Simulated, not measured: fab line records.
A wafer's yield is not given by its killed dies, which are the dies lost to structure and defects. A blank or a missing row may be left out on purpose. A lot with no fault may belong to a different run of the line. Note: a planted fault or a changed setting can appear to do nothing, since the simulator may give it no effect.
Chamber matching ; flow gf180mcu ; GF_PASSIVATION_CVD_00 on pecvd-02: 3 sister chambers
The step deposits SiO2 from TEOS, target thk 1000 nm, time 111.95 s. 3 wafers are shown with their chamber, then 7 later ones without.

== WAFERS PAIRED WITH THEIR CHAMBERS ==
wafer;chamber;run-length-s (s)
L927.2;2;139.2
L929.1;1;141.0
L929.3;0;139.5

== WAFERS WITH NO CHAMBER GIVEN ==
wafer;run-length-s (s)
L929.6;139.6
L930.3;140.3
L930.5;140.0
L930.6;139.0
L936.2;139.1
L936.3;139.5
L936.6;140.3

== EACH ONE'S CHAMBER ==
wafer;from the rows above;in truth
L929.6;can't be placed: 0 or 2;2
L930.3;can't be placed: 1 or 0 or 2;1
L930.5;can't be placed: 0 or 2 or 1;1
L930.6;can't be placed: 2 or 0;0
L936.2;can't be placed: 2 or 0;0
L936.3;can't be placed: 0 or 2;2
L936.6;can't be placed: 1 or 0 or 2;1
0 of 7 placed correctly. Cannot be placed on the basis of these rows: 7; the candidates contain the true chamber in 7. 0 placed wrongly.
How it was worked out, from the rows above alone: a wafer's distance from a chamber is the root of the sum, over the readings, of the square of ((its reading less the chamber's mean) divided by the reading's scatter). If the next closest chamber is less than 2 further off than the closest, the wafer can't be placed; otherwise it belongs to the closest. Each chamber's mean is taken over the wafers shown for it. The scatter: root of mean squared gap, hidden wafer to nearest shown wafer, with one shown wafer a chamber.
